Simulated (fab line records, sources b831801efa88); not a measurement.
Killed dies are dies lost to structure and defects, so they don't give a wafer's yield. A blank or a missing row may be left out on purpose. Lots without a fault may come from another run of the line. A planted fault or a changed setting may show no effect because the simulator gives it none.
Which tool did it? | flow gf180mcu | 13 lots, 39 wafers sampled, at 5 steps of a route of 602

WHAT THE GAUGES READ, wafer by wafer
GF_VT_IMPLANT_TW_MEAS_32.
lot  | measured     | on            | VT_IMPLANT_3_TW
L407 | day 7 04:03  | film_metro-01 | 268.7 268.4 269.3
L408 | day 7 09:26  | film_metro-04 | 272.6 273.8 273.1
L409 | day 7 16:36  | film_metro-03 | 265.8 267.8 265.9
L410 | day 8 00:05  | film_metro-04 | 273.6 272.1 270.6
L411 | day 8 07:05  | film_metro-03 | 263.5 265.4 265.5
L412 | day 8 14:00  | film_metro-04 | 272.1 270.6 272.1
L413 | day 8 19:56  | film_metro-04 | 272.3 271.8 273.2
L414 | day 9 01:48  | film_metro-01 | 267.5 268.0 267.1
L415 | day 9 09:35  | film_metro-01 | 266.6 266.2 267.0
L416 | day 9 16:34  | film_metro-03 | 515.8 518.3 517.1
L417 | day 10 00:43 | film_metro-03 | 513.9 518.4 515.0
L418 | day 10 07:39 | film_metro-03 | 515.1 514.1 516.0
L419 | day 10 14:14 | film_metro-04 | 525.8 521.7 524.0

GF_V1_OVL_MEAS_15.
lot  | measured     | on         | V1_OVL (nm)
L407 | day 18 19:47 | overlay-01 | -2 -4 5
L408 | day 19 04:53 | overlay-01 | -12 -11 -4
L409 | day 19 09:30 | overlay-01 | 0 3 -2
L410 | day 19 23:20 | overlay-01 | -2 6 2
L411 | day 20 01:28 | overlay-01 | 7 2 -4
L412 | day 20 18:29 | overlay-01 | 1 9 2
L413 | day 21 04:54 | overlay-01 | -6 -3 -5
L414 | day 21 18:22 | overlay-02 | 5 16 2
L415 | day 22 02:40 | overlay-02 | -11 -9 -1

WHICH TOOL RAN EACH LOT (tool, then ch and the chambers of the sampled wafers, then the start)
lot  | GF_VT_IMPLANT_IMPLANT_30        | GF_CONTACT_STRIP_18                  | GF_M1_SPUTTER_01
L407 | implanter-03 ch 0, day 7 03:49  | plasma_asher-03 ch 0,1, day 16 18:21 | pvd_sputter-01, day 16 19:26
L408 | implanter-03 ch 0, day 7 09:13  | plasma_asher-04 ch 0,1, day 17 01:58 | pvd_sputter-01, day 17 03:02
L409 | implanter-02 ch 0, day 7 16:21  | plasma_asher-01 ch 1, day 17 06:33   | pvd_sputter-02, day 17 07:38
L410 | implanter-04 ch 0, day 7 23:52  | plasma_asher-04 ch 0,1, day 17 20:07 | pvd_sputter-02, day 17 21:11
L411 | implanter-04 ch 0, day 8 06:52  | plasma_asher-03 ch 0,1, day 17 22:54 | pvd_sputter-02, day 17 23:59
L412 | implanter-02 ch 0, day 8 13:47  | plasma_asher-04 ch 0,1, day 18 14:53 | pvd_sputter-01, day 18 15:56
L413 | implanter-03 ch 0, day 8 19:41  | plasma_asher-01 ch 0,1, day 19 01:25 | pvd_sputter-02, day 19 02:29
L414 | implanter-02 ch 0, day 9 01:33  | plasma_asher-01 ch 0,1, day 19 15:13 | pvd_sputter-01, day 19 16:23
L415 | implanter-02 ch 0, day 9 09:22  | plasma_asher-04 ch 0,1, day 19 23:40 | pvd_sputter-03, day 20 00:45
L416 | implanter-04 ch 0, day 9 16:21  | -                                    | -
L417 | implanter-02 ch 0, day 10 00:29 | -                                    | -
L418 | implanter-03 ch 0, day 10 07:24 | -                                    | -
L419 | implanter-04 ch 0, day 10 14:01 | -                                    | -
- GF_VT_IMPLANT_IMPLANT_30
- GF_CONTACT_STRIP_18: strips in O2/N2.
- GF_M1_SPUTTER_01: material TiN, target thk 30 nm, time 25 s.

WHAT THE TOOLS THEMSELVES READ (means of the sampled wafers that have a number; where no wafer has one, the mark that the record gives instead)
GF_VT_IMPLANT_IMPLANT_30.
lot  | tool         | dose_ions_cm2 | end_station_pressure_torr (Torr)
L407 | implanter-03 | 2.529e+12     | 5.03e-06
L408 | implanter-03 | 2.537e+12     | 5.09e-06
L409 | implanter-02 | 2.534e+12     | 4.87e-06
L410 | implanter-04 | 2.535e+12     | 5.04e-06
L411 | implanter-04 | 2.528e+12     | 5.07e-06
L412 | implanter-02 | 2.531e+12     | 4.93e-06
L413 | implanter-03 | 2.539e+12     | 5.24e-06
L414 | implanter-02 | 2.533e+12     | 5.17e-06
L415 | implanter-02 | 2.533e+12     | 4.75e-06
L416 | implanter-04 | 2.535e+12     | 5.06e-06
L417 | implanter-02 | 2.535e+12     | 5.27e-06
L418 | implanter-03 | 2.531e+12     | 5.07e-06
L419 | implanter-04 | 2.534e+12     | 5.13e-06

GF_CONTACT_STRIP_18.
lot  | tool            | drypump_motor_current_A (A) | heater_power_w (W) | oes_product_au (a.u.)
L407 | plasma_asher-03 | 5.8                         | 333                | 0.584
L408 | plasma_asher-04 | 5.6                         | 304                | 0.580
L409 | plasma_asher-01 | 5.2                         | 338                | 0.578
L410 | plasma_asher-04 | 5.4                         | 290                | 0.580
L411 | plasma_asher-03 | 5.8                         | 334                | 0.587
L412 | plasma_asher-04 | 5.4                         | 293                | 0.581
L413 | plasma_asher-01 | 5.5                         | 329                | 0.580
L414 | plasma_asher-01 | 5.5                         | 328                | 0.582
L415 | plasma_asher-04 | 5.6                         | 303                | 0.579

GF_M1_SPUTTER_01.
lot  | tool           | throttle_valve_pct (%)
L407 | pvd_sputter-01 | 29.8
L408 | pvd_sputter-01 | 28.7
L409 | pvd_sputter-02 | 31.3
L410 | pvd_sputter-02 | 30.6
L411 | pvd_sputter-02 | 29.2
L412 | pvd_sputter-01 | 29.8
L413 | pvd_sputter-02 | 31.3
L414 | pvd_sputter-01 | 28.2
L415 | pvd_sputter-03 | 30.0

THE ANSWER, worked out from the rows above alone
Rule: what is usual is taken from the lots themselves. Put in order of their means at a reading, lots are off if they are a third of the lots or fewer, leave a main group of 4 or more, and stand apart from it by a gap of 3 or more times the standard deviation of the main group's means; of several such gaps the widest counts. A main group whose means are all the same, to the digits that the tables above print for the reading, isn't used. A lot without any number at a reading at which 4 lots or more have one is off too. The other lots that the step has rows for count as sound. The gauges are gone through in route order, then the tools' own readings, and for those a lot's mean is taken as printed above. The first step at which some lot is off is used, and at that step the reading that is off furthest; a lot without a number counts as furthest.
Off: L416, L417, L418, L419, at GF_VT_IMPLANT_TW_MEAS_32 (VT_IMPLANT_3_TW). The main group: mean 269.3, standard deviation 2.9.
A tool fits if, at a process step before that reading, it ran every lot that is off, and no sound lot after the first of them. The gauges at GF_VT_IMPLANT_TW_MEAS_32 are tried like those tools. None of those tried fits.

WHAT THE SIMULATOR HAD PUT IN
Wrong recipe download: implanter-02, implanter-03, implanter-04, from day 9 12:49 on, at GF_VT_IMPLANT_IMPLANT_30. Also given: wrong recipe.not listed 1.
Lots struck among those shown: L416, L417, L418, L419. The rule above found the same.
